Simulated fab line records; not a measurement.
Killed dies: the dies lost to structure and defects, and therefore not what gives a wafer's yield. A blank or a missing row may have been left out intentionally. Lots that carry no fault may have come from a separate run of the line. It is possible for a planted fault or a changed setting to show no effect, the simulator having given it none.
2 desks, one fault | flow sfq_line | each desk has only its own numbers; what lay behind them comes last

== METROLOGY DESK ==
Means of the sampled wafers that have a number, per lot and without regard to the tool the lot ran on: this is what the gauges read. The brackets show how far a lot's mean lies from the usual mean; more than 4 standard deviations puts the lot out of limits, marked OUT.
Columns: A = R5_OVL at SFQ_R5_OVL_MEAS_935, usual -2 nm; B = I5_OVL at SFQ_I5_OVL_MEAS_936, usual -1 nm
lot  | first seen here | A  | B
L160 | day 60 14:08    | -2 | 3
L161 | day 60 16:31    | -2 | 2
L167 | day 61 11:10    | -4 | -6
L169 | day 68 03:45    | -2 | 5
L171 | day 68 07:21    | -3 | -1
L176 | day 70 04:58    | -4 | 0
Finding of this desk: none of the 6 lots has anything out of limits.

== TOOL OWNER'S DESK, litho_track-03 ==
The tool's own readings at SFQ_TRILAYER_I5_LITHO_COAT_144 (resist thk 650 nm): means of the sampled wafers that have a number, for each lot that ran on this tool. The brackets show how far a lot's mean lies from the usual mean; more than 4 standard deviations puts the lot out of limits, marked OUT.
Columns: A = exhaust_pa at SFQ_TRILAYER_I5_LITHO_COAT_144, usual 45.2 Pa
lot  | first seen here | A
L161 | day 60 17:50    | 46.1
L167 | day 61 13:15    | 44.9
L171 | day 68 08:37    | 45.8
Finding of this desk: none of the 3 lots has anything out of limits.

== ALL TOGETHER ==
The metrology desk saw nothing out of limits.
The desk of the tool owner found nothing out of limits.

== WHAT THE SIMULATOR HAD PUT IN ==
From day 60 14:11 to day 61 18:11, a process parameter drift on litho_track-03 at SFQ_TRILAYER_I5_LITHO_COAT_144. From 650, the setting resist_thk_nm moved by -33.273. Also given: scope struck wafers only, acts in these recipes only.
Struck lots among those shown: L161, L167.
